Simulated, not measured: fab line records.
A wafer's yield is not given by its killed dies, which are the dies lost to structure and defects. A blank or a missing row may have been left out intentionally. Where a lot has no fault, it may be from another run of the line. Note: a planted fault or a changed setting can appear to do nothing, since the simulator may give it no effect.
fab line records	flow sky130
[record] lots = 11	wafers = 32	last-day = 50
route steps=708 shown SPACER@304 LI_CONTACT@365 METAL1@453 VIA1@479 PAD_OPEN@708
lots that met no fault: taken from a fault-free run of the same line
start-h: start of the lot's first displayed wafer, in hours after the record's first day	wait-h: time in hours since the lot's previous step	" the same as in the row above	L1.1+2: several wafers, shown together as one row	- either no value or no given start	* or withheld: withheld	< > ~ a bound
route shown NAME@n: NAME is a module with steps in the file, n the number in the route of the first one	usual: mean and standard deviation over wafers with no fault	same: alike in all rows	chamber/n: place in a boat	sites: readings site by site	_std_site: the standard deviation of these	_edge_site: outer sites' mean less inner sites'	radius-mm: how far each site lies from the wafer's centre	mask NAME#n: copy n	behind: the most recent tool/chamber to have shaped the wafer	hold: what put the lot on hold/how long, in hours/how the hold closed	device: transistor that didn't switch, given as n, p or np	end of line: tests run on the same wafers once the route is complete	a step with no rows: only its recipe	killed: the dies lost at the first sort to structure and to defects; this is not the yield of the wafer	map: dies across one wafer; x = killed, . = not, _ = none there
set.NAME: the setting the step ran with; set.NAME@STEP: the setting that earlier step ran with	model.NAME: the simulator's own value behind a step, which no gauge read
the route's steps for a sample of lots (tables are steps, rows are wafers)
services: when a tool's chamber went out of use (start-h, in hours from the record's first day, below 0 if earlier), for how many hours, and the reason
[[steps]]
[step SKY_SPACER_CVD_00]
[recipe] material = Si3N4	precursor = DCS/NH3	target-thk-nm = 43.1	temp-c = 770	time-s = 740	pressure-mtorr = 250
[usual] spike-tc-bottom-C = 789.2/1
lot.wafer	tool	chamber	start-h	wait-h	spike-tc-bottom-C
L235.3	lpcvd-02	1	554.43	1.2	790.1
L235.5	"	1	"	"	788.7
L235.6	"	1	"	"	788.5
L236.1	lpcvd-02	1	563.82	0.0	787.8
L236.2	"	1	"	"	786.9
L236.3	"	1	"	"	790.2
L237.1	lpcvd-02	1	573.95	0.5	789.4
L237.3	"	1	"	"	787.1
L237.6	"	1	"	"	790.0
L244.2	lpcvd-02	1	632.71	0.0	789.0
L244.3	"	1	"	"	790.1
L244.6	"	1	"	"	788.0
L246.4	lpcvd-02	0	651.57	0.0	786.3
L246.5	"	0	"	"	788.3
L246.6	"	0	"	"	788.3
L248.1	lpcvd-02	0	661.95	0.8	789.8
L248.2	"	0	"	"	791.2
L248.5	"	0	"	"	789.6
L251.1	lpcvd-02	0	709.31	0.6	790.0
L251.3	"	0	"	"	789.5
L251.5	"	0	"	"	789.4
L252.2	lpcvd-02	1	710.51	0.4	789.8
L252.4	"	1	"	"	789.1
L252.6	"	1	"	"	787.1
L250.2	lpcvd-02	0	711.72	0.2	789.6
L250.5	"	0	"	"	789.6
L253.2	lpcvd-02	0	711.72	1.2	789.7
L253.4	"	0	"	"	787.6
L253.6	"	0	"	"	788.9
L254.1	lpcvd-02	0	712.92	1.1	789.1
L254.4	"	0	"	"	790.8
L254.5	"	0	"	"	790.1
[step SKY_SPACER_THK_MEAS_01]
[recipe] reads = Si3N4_of_SPACER_CVD_00
[usual] SPACER_CVD_00_THK = 43.0/0.41
lot.wafer	tool	chamber	start-h	wait-h	SPACER_CVD_00_THK[nm]
L235.3	film-metro-03	-	555.66	0.0	43.2
L235.5	"	-	"	"	43.2
L235.6	"	-	"	"	43.1
L236.1	film-metro-03	-	565.03	0.0	46.3
L236.2	"	-	"	"	46.1
L236.3	"	-	"	"	46.4
L237.1	film-metro-04	-	575.16	0.0	46.2
L237.3	"	-	"	"	46.8
L237.6	"	-	"	"	46.4
L244.2	film-metro-03	-	633.93	0.0	43.0
L244.3	"	-	"	"	42.8
L244.6	"	-	"	"	42.9
L246.4	film-metro-04	-	652.80	0.0	42.7
L246.5	"	-	"	"	42.5
L246.6	"	-	"	"	42.8
L248.1	film-metro-01	-	663.15	0.0	42.5
L248.2	"	-	"	"	42.7
L248.5	"	-	"	"	42.5
L251.1	film-metro-03	-	710.51	0.0	43.7
L251.3	"	-	"	"	43.4
L251.5	"	-	"	"	43.1
L252.2	film-metro-03	-	711.73	0.0	42.9
L252.4	"	-	"	"	43.1
L252.6	"	-	"	"	42.8
L250.2	film-metro-03	-	712.93	0.0	42.6
L250.5	"	-	"	"	43.1
L253.2	film-metro-04	-	712.93	0.0	42.8
L253.4	"	-	"	"	42.6
L253.6	"	-	"	"	42.8
L254.1	film-metro-03	-	714.13	0.0	43.6
L254.4	"	-	"	"	43.5
L254.5	"	-	"	"	43.1
[step SKY_SPACER_ETCHBACK_02]
[recipe] chemistry = CH3F/O2	target = Si3N4	stop-on = SiO2	source-w = 400	bias-w = 80	pressure-mtorr = 25	ch3f-flow-sccm = 40	O2_flow_sccm = 30	time-s = 46.7	target-depth-a = 450
[usual] bias-w = 80.03/0.26	drypump-motor-current-A = 5.9/0.5	oes-product-au = 0.854/0.0065	throttle-valve-pct = 10.562/0.0087
lot.wafer	tool	chamber	start-h	wait-h	bias-w	drypump-motor-current-A	oes-product-au	rf-hours-counter-h	throttle-valve-pct
L235.3	rie-diel-02	3	555.70	0.0	80.41	5.9	0.855	24	10.573
L235.5	"	1	"	"	80.08	6.7	0.848	-	10.546
L235.6	"	2	"	"	79.95	6.2	0.848	-	10.558
L236.1	rie-diel-03	0	565.09	0.1	80.14	6.4	0.891	30	10.561
L236.2	"	2	"	"	80.35	5.7	0.894	63	10.576
L236.3	"	1	"	"	80.28	6.5	0.895	68	10.586
L237.1	rie-diel-03	0	575.22	0.1	80.06	6.4	0.880	31	10.577
L237.3	"	2	"	"	80.00	5.7	0.900	64	10.573
L237.6	"	1	"	"	80.12	6.5	0.891	-	10.559
L244.2	rie-diel-01	2	633.98	0.0	80.36	5.0	0.857	11	10.560
L244.3	"	0	"	"	79.98	6.2	0.856	23	10.563
L244.6	"	3	"	"	80.20	5.4	0.857	-	10.554
L246.4	rie-diel-02	3	652.83	0.0	79.97	5.9	0.848	25	10.564
L246.5	"	0	"	"	79.94	5.6	0.843	-	10.562
L246.6	"	1	"	"	80.18	6.7	0.854	-	10.569
L248.1	rie-diel-01	1	663.21	0.1	80.34	5.6	0.848	3	10.561
L248.2	"	2	"	"	79.59	5.0	0.857	12	10.568
L248.5	"	3	"	"	80.03	5.4	0.845	-	10.546
L251.1	rie-diel-01	0	710.57	0.1	79.61	6.2	0.862	24	10.580
L251.3	"	3	"	"	80.02	5.4	0.858	9	10.561
L251.5	"	0	"	"	79.92	6.2	0.856	-	10.560
L252.2	rie-diel-01	3	711.78	0.0	80.71	5.4	0.854	9	10.570
L252.4	"	3	"	"	80.77	5.4	0.862	-	10.555
L252.6	"	2	"	"	79.58	5.0	0.853	-	10.553
L250.2	rie-diel-02	1	712.98	0.0	80.28	6.7	0.851	6	10.562
L250.5	"	0	"	"	80.13	5.5	0.856	-	10.564
L253.2	rie-diel-03	3	712.98	0.0	80.13	5.9	0.863	7	10.549
L253.4	"	0	"	"	80.07	6.4	0.853	34	10.559
L253.6	"	1	"	"	80.02	6.4	0.855	-	10.570
L254.1	rie-diel-02	2	714.19	0.1	80.13	6.3	0.862	5	10.563
L254.4	"	3	"	"	80.23	6.0	0.845	27	10.557
L254.5	"	0	"	"	80.23	5.5	0.861	-	10.572
[step SKY_LI_CONTACT_BOW_MEAS_03]
[recipe] mode = bow
[usual] LI_CONTACT_BOW = 57/6.5
lot.wafer	tool	chamber	start-h	wait-h	LI_CONTACT_BOW[um]
L235.3	film-metro-04	-	674.11	0.3	64
L235.5	"	-	"	"	45
L235.6	"	-	"	"	62
L236.1	film-metro-04	-	682.10	0.1	64
L236.2	"	-	"	"	56
L236.3	"	-	"	"	61
L237.1	film-metro-02	-	692.66	0.2	49
L237.3	"	-	"	"	40
L237.6	"	-	"	"	58
L244.2	film-metro-04	-	749.68	0.2	64
L244.3	"	-	"	"	52
L244.6	"	-	"	"	55
L246.4	film-metro-02	-	766.57	0.3	57
L246.5	"	-	"	"	46
L246.6	"	-	"	"	53
L248.1	film-metro-02	-	774.40	0.1	67
L248.2	"	-	"	"	62
L248.5	"	-	"	"	50
L251.1	film-metro-03	-	819.19	0.2	59
L251.3	"	-	"	"	51
L251.5	"	-	"	"	62
L252.2	film-metro-04	-	820.21	0.3	59
L252.4	"	-	"	"	54
L252.6	"	-	"	"	49
L253.2	film-metro-02	-	822.84	0.3	47
L253.4	"	-	"	"	61
L253.6	"	-	"	"	47
L250.2	film-metro-02	-	823.09	0.3	60
L250.5	"	-	"	"	46
L254.1	film-metro-02	-	823.50	0.1	68
L254.4	"	-	"	"	65
L254.5	"	-	"	"	65
[step SKY_METAL1_METAL_ETCH_19]
[recipe] target-depth-a = 3600	stop-on = SiO2	over-etch-frac = 0.3	time-s = 78	chemistry = Cl2/BCl3	resist-sidewall-deg = 88	pressure-mtorr = 10	icp-w = 900	bias-w = 48.5	Cl2_flow_sccm = 60	bcl3-flow-sccm = 30
[usual] bias-w = 48.53/0.15	drypump-motor-current-A = 5.4/0.57	mfc-cl2-sccm = 59.99/0.17	oes-product-au = 0.855/0.0064	throttle-valve-pct = 22.264/0.0093
[same] over-etch-frac = 0.3
lot.wafer	tool	chamber	start-h	wait-h	bias-w	drypump-motor-current-A	mfc-cl2-sccm	oes-product-au	rf-hours-counter-h	throttle-valve-pct
L235.3	rie-metal-04	0	787.14	0.1	48.55	6.0	59.64	0.856	-	22.253
L235.5	"	1	"	"	48.39	5.9	60.11	0.856	-	22.261
L235.6	"	0	"	"	48.33	6.0	59.67	0.864	-	22.265
L236.1	rie-metal-04	0	796.06	0.0	48.47	6.1	59.88	0.849	6	22.271
L236.2	"	1	"	"	48.61	5.9	59.76	0.856	16	22.267
L236.3	"	0	"	"	48.64	6.1	59.87	0.853	-	22.260
L237.1	rie-metal-04	1	805.87	0.0	48.00	5.9	59.75	0.862	16	22.269
L237.3	"	0	"	"	48.57	6.1	60.01	0.846	-	22.277
L237.6	"	1	"	"	48.24	5.9	59.88	0.857	-	22.277
L244.2	rie-metal-02	1	858.73	0.0	48.36	6.3	60.29	0.858	15	22.262
L244.3	"	0	"	"	48.64	4.7	59.95	0.851	-	22.252
L244.6	"	0	"	"	48.43	4.8	60.07	0.843	-	22.283
L246.4	rie-metal-03	1	876.20	0.1	48.66	5.3	59.89	0.860	-	22.270
L246.5	"	1	"	"	48.57	5.3	60.10	0.844	-	22.239
L246.6	"	1	"	"	48.37	5.3	59.94	0.843	-	22.269
L248.1	rie-metal-03	1	881.89	0.1	48.46	5.2	60.25	0.848	2	22.262
L248.2	"	1	"	"	48.63	5.2	60.09	0.860	-	22.288
L248.5	"	1	"	"	48.48	5.2	59.84	0.850	-	22.274
L251.1	rie-metal-02	0	924.22	0.0	48.27	4.7	59.80	0.854	11	22.269
L251.3	"	1	"	"	48.62	6.3	60.05	0.847	-	22.255
L251.5	"	1	"	"	48.66	6.3	59.99	0.851	-	22.259
L252.2	rie-metal-02	1	927.15	0.0	48.39	6.3	59.96	0.856	1	22.260
L252.4	"	0	"	"	48.51	4.7	60.32	0.847	-	22.257
L252.6	"	0	"	"	48.30	4.7	60.07	0.853	-	22.264
L253.2	rie-metal-02	1	929.42	0.0	48.69	6.3	60.10	0.844	1	22.235
L253.4	"	0	"	"	48.59	4.7	60.39	0.847	-	22.260
L253.6	"	1	"	"	48.66	6.3	60.31	0.844	-	22.268
L250.2	rie-metal-03	0	930.30	0.0	48.46	5.0	60.08	0.846	2	22.268
L250.5	"	0	"	"	48.56	5.0	59.69	0.852	-	22.266
L254.1	rie-metal-03	0	931.02	0.0	48.45	5.0	60.38	0.860	2	22.280
L254.4	"	0	"	"	48.39	5.0	60.04	0.853	-	22.262
L254.5	"	1	"	"	48.48	5.2	59.94	0.858	-	22.265
[step SKY_VIA1_CVD_21]
[recipe] material = W	target-thk-nm = 270	time-s = 80.902	temp-c = 400	pressure-torr = 40
[usual] heater-power-outer-w = 522/87	heater-power-w = 840/150
lot.wafer	tool	chamber	start-h	wait-h	heater-power-outer-w	heater-power-w
L235.3	cvd-w-02	1	815.44	0.1	642	1019
L235.5	"	1	"	"	633	1019
L235.6	"	0	"	"	440	706
L236.1	cvd-w-01	1	823.78	0.0	578	955
L236.2	"	0	"	"	461	743
L236.3	"	0	"	"	449	742
L237.1	cvd-w-02	1	833.87	0.0	622	1030
L237.3	"	0	"	"	449	690
L237.6	"	0	"	"	445	702
L244.2	cvd-w-01	0	886.24	0.0	463	743
L244.3	"	1	"	"	572	929
L244.6	"	0	"	"	451	734
L246.4	cvd-w-01	0	903.18	0.1	458	751
L246.5	"	0	"	"	457	751
L246.6	"	1	"	"	573	930
L248.1	cvd-w-02	0	909.19	0.0	446	717
L248.2	"	1	"	"	637	1013
L248.5	"	0	"	"	455	723
L251.1	cvd-w-01	0	951.28	0.0	430	704
L251.3	"	0	"	"	426	674
L251.5	"	1	"	"	544	920
L252.2	cvd-w-01	1	953.65	0.0	553	892
L252.4	"	0	"	"	431	701
L252.6	"	0	"	"	428	699
L253.2	cvd-w-02	0	956.52	0.0	444	699
L253.4	"	0	"	"	443	690
L253.6	"	1	"	"	651	1026
L250.2	cvd-w-01	1	957.48	0.0	559	886
L250.5	"	1	"	"	565	885
L254.1	cvd-w-02	1	958.10	0.0	653	1040
L254.4	"	1	"	"	646	1013
L254.5	"	1	"	"	629	1012
[step SKY_PAD_OPEN_PROBE_99]
[usual] killed_at_M0_to_M3 = 44/6.9	killed_at_M4_up = 3.3/2	killed-at-contacts = 25/5.4	killed-at-front-end = 16/4.6	killed-at-other = 0.2/0.51	killed-dies = 88/8.9	killed-on-rim = 17/3.6	killed-open = 48/6.8	killed-short = 39/5.8
[same] gross-dies = 492	killed-at-back-side = 0
lot.wafer	tool	chamber	start-h	wait-h	killed_at_M0_to_M3	killed_at_M4_up	killed-at-contacts	killed-at-front-end	killed-at-other	killed-dies	killed-on-rim	killed-open	killed-short
L246.4	prober-02	-	1159.53	0.2	39	5	20	13	0	77	12	43	34
L246.5	prober-02	-	1159.58	0.2	49	4	30	12	0	95	21	50	44
L246.6	prober-02	-	1159.63	0.2	51	4	23	10	0	88	17	49	39
L248.1	prober-02	-	1169.40	0.1	40	2	26	9	1	78	17	41	37
L248.2	prober-02	-	1169.45	0.1	42	4	32	9	0	87	17	45	42
L248.5	prober-02	-	1169.60	0.2	49	3	24	10	0	86	19	49	37
// killed by level:class
L246.4 VIA1:geometric-particle:open=10 CONTACT:geometric-particle:open=9 VIA2:geometric-particle:open=7 CONTACT:geometric-particle:short=5 METAL2:geometric-particle:short=5 FIELD_ISO:geometric-particle:short=4 LI_CONTACT:geometric-particle:open=4 METAL1:geometric-particle:short=4
L246.5 CONTACT:geometric-particle:open=13 VIA3:geometric-particle:open=9 VIA1:geometric-particle:open=8 METAL2:geometric-particle:short=8 VIA2:geometric-particle:open=8 LI_CONTACT:geometric-particle:open=7 FIELD_ISO:geometric-particle:short=5 CONTACT:geometric-particle:short=5
L246.6 VIA1:geometric-particle:open=13 VIA2:geometric-particle:open=10 CONTACT:geometric-particle:open=9 METAL1:geometric-particle:short=7 VIA3:geometric-particle:open=6 POLY_GATE:geometric-particle:open=5 LOCAL_INTERCONNECT:geometric-particle:short=5 CONTACT:geometric-particle:short=5
L248.1 VIA1:geometric-particle:open=12 METAL2:geometric-particle:short=10 CONTACT:geometric-particle:open=10 LI_CONTACT:geometric-particle:open=7 CONTACT:geometric-particle:short=5 LOCAL_INTERCONNECT:geometric-particle:short=4 METAL1:geometric-particle:short=3 VIA2:geometric-particle:open=3
L248.2 CONTACT:geometric-particle:open=13 VIA1:geometric-particle:open=9 CONTACT:geometric-particle:short=8 VIA2:geometric-particle:open=7 VIA3:geometric-particle:open=7 VIA2:geometric-particle:short=6 LOCAL_INTERCONNECT:geometric-particle:short=5 LI_CONTACT:geometric-particle:open=4
L248.5 VIA1:geometric-particle:open=10 LI_CONTACT:geometric-particle:open=7 CONTACT:geometric-particle:open=7 VIA1:geometric-particle:short=7 VIA2:geometric-particle:open=7 VIA3:geometric-particle:short=6 VIA3:geometric-particle:open=6 FIELD_ISO:geometric-particle:open=5
[[services]]
tool	chamber	start-h	hours	kind
cvd-w-02	0	536.44	2.3	repair
rie-diel-01	2	553.64	15.2	repair
cvd-w-02	-	559.13	2.0	repair
cvd-w-01	-	566.00	26.9	repair
rie-metal-02	-	569.32	2.8	pm
cvd-w-01	1	574.87	2.6	repair
cvd-w-01	-	607.12	2.8	pm
rie-metal-02	1	609.70	3.4	repair
lpcvd-02	-	616.72	0.8	repair
rie-diel-02	-	620.15	0.3	repair
cvd-w-02	-	634.74	2.8	pm
rie-diel-01	3	686.73	1.7	repair
rie-diel-01	3	694.75	5.0	repair
rie-diel-01	1	708.59	7.1	repair
lpcvd-02	-	776.63	1.1	repair
rie-diel-01	1	802.71	4.0	repair
lpcvd-02	-	868.15	6.1	pm
lpcvd-02	-	874.26	2.8	pm
cvd-w-02	1	874.41	12.3	repair
cvd-w-01	-	903.30	6.9	pm
cvd-w-01	-	910.20	14.0	pm
cvd-w-02	-	914.51	2.3	repair
cvd-w-02	-	932.68	1.4	repair
rie-metal-02	-	936.75	0.2	repair
[[key]]
[first-sign] step = SKY_SPACER_THK_MEAS_01	reading = SPACER_CVD_00_THK	direction = up	sigmas = 8.2	usual = 43.0	struck = 46.4
[effect] step = SKY_SPACER_ETCHBACK_02	reading = oes-product-au	direction = up	sigmas = 5.9	usual = 0.854	struck = 0.892
met-at SKY_SPACER_CVD_00
struck-lots L236,L237
struck-wafers L236.1,L236.2,L236.3,L237.1,L237.3,L237.6
tester-left-out L236,L237
not-acting-at SKY_LI_CONTACT_BOW_MEAS_03,SKY_METAL1_METAL_ETCH_19,SKY_VIA1_CVD_21
onset-between 554.43 563.82
[fault] kind = process-parameter-drift	tool = lpcvd-02	chamber = 1	onset-h = 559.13	steps = SKY_SPACER_CVD_00	channel = target-thk-nm	offset = 3.2213	shape = step	end-h = 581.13	acts-in = these-recipes-only	stated = 43.1
// tester-left-out: of these lots the tester's yield and bins aren't shown, on N5 and GAA mostly nor the transistor test; their killed dies are dies lost to structure and defects alone, not to doping, threshold or leakage, so they don't give the yield
